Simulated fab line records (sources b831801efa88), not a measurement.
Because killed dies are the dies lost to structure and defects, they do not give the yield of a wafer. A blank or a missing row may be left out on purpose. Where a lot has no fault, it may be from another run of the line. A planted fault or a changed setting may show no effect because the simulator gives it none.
fab line records	flow gf180mcu
record lots=5	wafers=14	lastDay=34
route steps=602 shown V1@353 M2@362
lots that met no fault: from a run of the same line without faults
startH: hours from the record's first day to the start of the lot's first wafer shown	waitH: hours since the lot's step before	" same as the row above	L1.1+2: a single row standing in for several wafers	- value missing, or start not given	* or withheld: withheld	< > ~ a bound
route shown NAME@n: names a module that has steps shown in the file, with the first one's number in the route	usual: average and standard deviation across the fault-free wafers	same: alike in all rows	chamber/n: place in a boat	sites: per-site readings	_std_site: standard deviation across them	_edge_site: outer sites' mean less inner sites'	radiusMm: for every site, how far away it sits from the centre of the wafer	mask NAME#n: copy n	behind: the tool/chamber that last shaped the wafer	hold: why the lot was held/for how many hours/how that ended	device: whichever transistor did not switch (one of n, p or np)	end of line: tests of these same wafers at the route's end	step lacking rows: just its recipe	killed: at the first sort, the dies lost to defects and structure; wafer yield is something else	map: a wafer's dies, marking killed ones x, the rest . and places with no die _
set.NAME: the setting the step ran with; set.NAME@STEP: the setting that earlier step ran with	model.NAME: the simulator's own value behind a step, which no gauge read
lots at selected steps of the route; one table per step, one row per wafer
services: when a tool's chamber went out of use (startH, in hours from the record's first day, below 0 if earlier), for how many hours, and the reason
## steps
# step GF_V1_STRIP_18
# recipe chemistry=O2/N2	powerW=1400	pressureMtorr=1500	platenTempC=250	o2FlowSccm=3000	n2FlowSccm=300	overashFraction=0.5
# step GF_V1_STRIP_19
# recipe chemistry=postEtchResidueRemover	timeS=1200	tempC=72.5
# step GF_V1_CLEAN_20
# recipe chemistry=DIW	dry=n2Spin
# step GF_V1_SPUTTER_21
# recipe material=Ti	targetThkNm=15	chamberPressurePa=5	powerW=2500	substrateTempC=200	timeS=80.02
# step GF_V1_SPUTTER_22
# recipe material=TiN	targetThkNm=10	chamberPressurePa=5	powerW=4000	timeS=40
# step GF_V1_CVD_23
# recipe material=W	targetThkNm=350	timeS=105.05	tempC=400	pressureTorr=40
# usual heaterPowerOuterW=540/26	heaterPowerW=873/57
lot.wafer	tool	chamber	startH	waitH	heaterPowerOuterW	heaterPowerW	sinceWetCleanH
L368.2	cvdW-02	0	422.50	0.0	522	918	19
L368.4	"	0	"	"	529	902	-
L368.5	"	1	"	"	508	789	-
L379.2	cvdW-01	1	515.79	0.0	563	875	612
L379.5	"	1	"	"	571	875	-
L386.1	cvdW-01	1	577.31	0.0	551	846	673
L386.5	"	0	"	"	573	897	-
L386.6	"	1	"	"	567	849	-
L388.2	cvdW-01	1	589.09	0.0	560	866	685
L388.4	"	0	"	"	557	930	-
L388.6	"	0	"	"	567	922	-
L389.3	cvdW-01	1	601.19	0.1	567	862	-
L389.4	"	0	"	"	560	948	-
L389.5	"	1	"	"	559	849	-
# step GF_V1_RS_MEAS_24
# recipe thkMeasGauge=four-point-probe	reads=W_of_V1_CVD_23+TiN_of_V1_SPUTTER_22+Ti_of_V1_SPUTTER_21
# usual V1_W_RS=0.3277/0.003
lot.wafer	tool	chamber	startH	waitH	V1_W_RS[ohm/sq]
L368.2	filmMetro-02	-	422.63	0.1	0.3250
L368.4	"	-	"	"	0.3241
L368.5	"	-	"	"	0.3299
L379.2	filmMetro-01	-	515.93	0.1	0.3294
L379.5	"	-	"	"	0.3277
L386.1	filmMetro-01	-	577.43	0.1	0.3236
L386.5	"	-	"	"	0.3243
L386.6	"	-	"	"	0.3264
L388.2	filmMetro-01	-	589.23	0.1	0.3306
L388.4	"	-	"	"	0.3286
L388.6	"	-	"	"	0.3258
L389.3	filmMetro-03	-	601.30	0.1	0.3317
L389.4	"	-	"	"	0.3281
L389.5	"	-	"	"	0.3307
# step GF_V1_THK_MEAS_25
# recipe thkMeasGauge=xrf	reads=W_of_V1_CVD_23
# usual V1_W_THK=352/4.6
lot.wafer	tool	chamber	startH	waitH	V1_W_THK[nm]
L368.2	filmMetro-02	-	422.74	0.1	354
L368.4	"	-	"	"	357
L368.5	"	-	"	"	348
L379.2	filmMetro-01	-	516.04	0.1	345
L379.5	"	-	"	"	348
L386.1	filmMetro-01	-	577.55	0.1	359
L386.5	"	-	"	"	356
L386.6	"	-	"	"	352
L388.2	filmMetro-01	-	589.34	0.1	350
L388.4	"	-	"	"	354
L388.6	"	-	"	"	355
L389.3	filmMetro-03	-	601.40	0.1	347
L389.4	"	-	"	"	350
L389.5	"	-	"	"	347
# step GF_V1_CMP_26
# recipe stopOn=SiO2	downForcePsi=3.5	platenRpm=60	tOverpolishS=15	targetThkNm=0	padVelocityMS=0.94248
# step GF_M2_SPUTTER_00
# recipe material=Ti	targetThkNm=37.5	arrivingIonEnergyEv=80	substrateTempC=200	chamberPressurePa=2	powerW=4000	timeS=150
# usual throttleValvePct=29.8/1
lot.wafer	tool	chamber	startH	waitH	throttleValvePct
L368.2	pvdSputter-01	-	423.09	0.1	29.9
L368.4	"	-	"	"	30.0
L368.5	"	-	"	"	29.9
L379.2	pvdSputter-04	-	516.39	0.2	27.4
L379.5	"	-	"	"	29.8
L386.1	pvdSputter-02	-	577.91	0.2	29.1
L386.5	"	-	"	"	31.6
L386.6	"	-	"	"	29.4
L388.2	pvdSputter-02	-	589.69	0.1	31.4
L388.4	"	-	"	"	28.8
L388.6	"	-	"	"	31.4
L389.3	pvdSputter-04	-	601.74	0.1	30.4
L389.4	"	-	"	"	30.8
L389.5	"	-	"	"	30.7
# step GF_M2_SPUTTER_01
# recipe material=TiN	targetThkNm=30	powerW=6500	timeS=25	chamberPressurePa=0.4
# usual throttleValvePct=29.8/1
lot.wafer	tool	chamber	startH	waitH	throttleValvePct
L368.2	pvdSputter-01	-	423.19	0.1	30.1
L368.4	"	-	"	"	30.1
L368.5	"	-	"	"	29.9
L379.2	pvdSputter-04	-	516.49	0.1	27.5
L379.5	"	-	"	"	29.6
L386.1	pvdSputter-02	-	578.01	0.1	28.5
L386.5	"	-	"	"	31.5
L386.6	"	-	"	"	29.6
L388.2	pvdSputter-02	-	589.79	0.1	31.2
L388.4	"	-	"	"	28.9
L388.6	"	-	"	"	31.4
L389.3	pvdSputter-04	-	601.84	0.1	30.7
L389.4	"	-	"	"	31.0
L389.5	"	-	"	"	30.8
# step GF_M2_SPUTTER_02
# recipe material=AlCu	targetThkNm=450	powerW=10600	timeS=23.9	chamberPressurePa=0.4
# usual throttleValvePct=29.8/1
lot.wafer	tool	chamber	startH	waitH	throttleValvePct
L368.2	pvdSputter-01	-	423.22	0.0	29.8
L368.4	"	-	"	"	30.1
L368.5	"	-	"	"	29.5
L379.2	pvdSputter-04	-	516.52	0.0	27.4
L379.5	"	-	"	"	29.7
L386.1	pvdSputter-02	-	578.04	0.0	29.0
L386.5	"	-	"	"	31.3
L386.6	"	-	"	"	29.2
L388.2	pvdSputter-02	-	589.82	0.0	31.4
L388.4	"	-	"	"	28.7
L388.6	"	-	"	"	31.3
L389.3	pvdSputter-04	-	601.87	0.0	30.8
L389.4	"	-	"	"	31.1
L389.5	"	-	"	"	30.8
# step GF_M2_SPUTTER_03
# recipe material=Ti	targetThkNm=10	substrateTempC=300	chamberPressurePa=0.3	powerW=3000	timeS=6.7
# usual throttleValvePct=29.8/1.1
lot.wafer	tool	chamber	startH	waitH	throttleValvePct	model.Ti_of_M2_SPUTTER_03.thkNm
L368.2	pvdSputter-01	-	423.25	0.0	29.7	10.04
L368.4	"	-	"	"	30.1	10.22
L368.5	"	-	"	"	29.7	10.07
L379.2	pvdSputter-04	-	516.55	0.0	27.3	9.866
L379.5	"	-	"	"	29.4	7.369
L386.1	pvdSputter-02	-	578.07	0.0	28.8	10.1
L386.5	"	-	"	"	31.6	10.09
L386.6	"	-	"	"	29.3	9.932
L388.2	pvdSputter-02	-	589.85	0.0	31.5	10.22
L388.4	"	-	"	"	28.9	10.47
L388.6	"	-	"	"	31.3	10.36
L389.3	pvdSputter-04	-	601.90	0.0	30.7	9.836
L389.4	"	-	"	"	31.0	9.847
L389.5	"	-	"	"	30.5	9.802
# step GF_M2_SPUTTER_04
# recipe material=TiN	targetThkNm=50	powerW=6500	timeS=41.7	chamberPressurePa=0.4
# usual throttleValvePct=29.8/1
lot.wafer	tool	chamber	startH	waitH	throttleValvePct
L368.2	pvdSputter-01	-	423.27	0.0	29.8
L368.4	"	-	"	"	30.1
L368.5	"	-	"	"	30.0
L379.2	pvdSputter-04	-	516.57	0.0	27.3
L379.5	"	-	"	"	29.6
L386.1	pvdSputter-02	-	578.09	0.0	28.5
L386.5	"	-	"	"	31.4
L386.6	"	-	"	"	29.0
L388.2	pvdSputter-02	-	589.87	0.0	31.2
L388.4	"	-	"	"	28.8
L388.6	"	-	"	"	31.2
L389.3	pvdSputter-04	-	601.92	0.0	30.5
L389.4	"	-	"	"	31.0
L389.5	"	-	"	"	30.7
## services
tool	chamber	startH	hours	kind
cvdW-02	0	404.00	-	clean
cvdW-02	1	404.00	-	clean
pvdSputter-02	-	430.06	6.2	repair
cvdW-01	0	439.24	9.7	repair
cvdW-02	-	454.19	14.6	pm
pvdSputter-04	1	455.98	-	consumableReplace:kit
pvdSputter-04	1	455.98	18.0	scheduledDown
pvdSputter-04	1	455.98	18.0	ventCycle
pvdSputter-02	0	460.51	-	consumableReplace:kit
pvdSputter-02	0	460.51	18.0	scheduledDown
pvdSputter-02	0	460.51	18.0	ventCycle
pvdSputter-01	1	485.84	-	consumableReplace:kit
pvdSputter-01	1	485.84	18.0	scheduledDown
pvdSputter-01	1	485.84	18.0	ventCycle
pvdSputter-02	-	524.51	4.8	repair
## key
firstSign none at tools or gauges
modelEffect step=GF_M2_SPUTTER_03	value=Ti_of_M2_SPUTTER_03.thkNm	without=9.81	struck=7.369
metAt GF_M2_SPUTTER_03
struckWafers L379.5
fault kind=processParameterDrift	tool=pvdSputter-04	chamber=-	onsetH=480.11	steps=GF_M2_SPUTTER_03	channel=targetThkNm	offset=-2.4412	shape=step	endH=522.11	scope=struckWafersOnly	actsIn=theseRecipesOnly	stated=10
